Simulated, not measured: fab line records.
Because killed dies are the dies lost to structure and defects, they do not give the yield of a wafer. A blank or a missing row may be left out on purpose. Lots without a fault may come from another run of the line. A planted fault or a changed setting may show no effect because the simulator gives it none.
What tool caused it? || flow sfq-line || 21 wafers from 7 lots sampled at 2 of the route's 325 steps

== WHAT THE GAUGES READ, wafer by wafer ==
SFQ_M0_RS_MEAS_904: uses a four-point probe to measure.
{"lot": "L702", "measured": "day 5 09:19", "on": "film-metro-02", "M0_NB_RS (ohm/sq)": "0.866 0.870 0.888"}
{"lot": "L706", "measured": "day 6 08:51", "on": "film-metro-03", "M0_NB_RS (ohm/sq)": "0.886 0.892 0.903"}
{"lot": "L709", "measured": "day 6 20:52", "on": "film-metro-02", "M0_NB_RS (ohm/sq)": "- - -"}
{"lot": "L711", "measured": "day 7 11:08", "on": "film-metro-02", "M0_NB_RS (ohm/sq)": "0.895 0.871 0.877"}
{"lot": "L718", "measured": "day 8 18:19", "on": "film-metro-02", "M0_NB_RS (ohm/sq)": "0.891 0.888 0.896"}
{"lot": "L720", "measured": "day 9 05:09", "on": "film-metro-02", "M0_NB_RS (ohm/sq)": "0.881 0.878 0.894"}
{"lot": "L722", "measured": "day 9 13:32", "on": "film-metro-04", "M0_NB_RS (ohm/sq)": "0.918 0.913 0.900"}

== TOOL THAT RAN EACH LOT (tool first, then ch and the chambers of the sampled wafers, then the start) ==
{"lot": "L702", "SFQ_TRILAYER_M0_DEP_SPUTTER_019": "pvd-sputter-06, day 5 09:11"}
{"lot": "L706", "SFQ_TRILAYER_M0_DEP_SPUTTER_019": "pvd-sputter-04, day 6 08:44"}
{"lot": "L709", "SFQ_TRILAYER_M0_DEP_SPUTTER_019": "pvd-sputter-05, day 6 20:46"}
{"lot": "L711", "SFQ_TRILAYER_M0_DEP_SPUTTER_019": "pvd-sputter-05, day 7 10:58"}
{"lot": "L718", "SFQ_TRILAYER_M0_DEP_SPUTTER_019": "pvd-sputter-04, day 8 18:14"}
{"lot": "L720", "SFQ_TRILAYER_M0_DEP_SPUTTER_019": "pvd-sputter-06, day 9 05:02"}
{"lot": "L722", "SFQ_TRILAYER_M0_DEP_SPUTTER_019": "pvd-sputter-06, day 9 13:26"}
- SFQ_TRILAYER_M0_DEP_SPUTTER_019: material Nb, target thk 200 nm, time 133.3 s.

== THE ANSWER, worked out from the rows above alone ==
Rule: usual is defined by the lots themselves. The widest of any qualifying gaps counts: lots, ordered by their means at a reading, are off when they make up no more than a third of the lots, leave a main group of 4 or more, and stand apart from it by 3 or more times the standard deviation of that group's means. If all means in a main group match to the digits the tables above print for the reading, that group is not used. A lot without any number at a reading at which 4 lots or more have one is off too. All remaining lots with rows at the step are treated as sound.
Off: L709, at SFQ_M0_RS_MEAS_904 (M0_NB_RS). Without a number there: L709. The main group: mean 0.889 ohm/sq, standard deviation 0.011.
A tool fits if, at a process step before that reading, it ran every lot that is off, and no sound lot after the first of them. Gauges at SFQ_M0_RS_MEAS_904: tried the same way as those tools. None of those tried fits.

== WHAT THE SIMULATOR HAD INSERTED ==
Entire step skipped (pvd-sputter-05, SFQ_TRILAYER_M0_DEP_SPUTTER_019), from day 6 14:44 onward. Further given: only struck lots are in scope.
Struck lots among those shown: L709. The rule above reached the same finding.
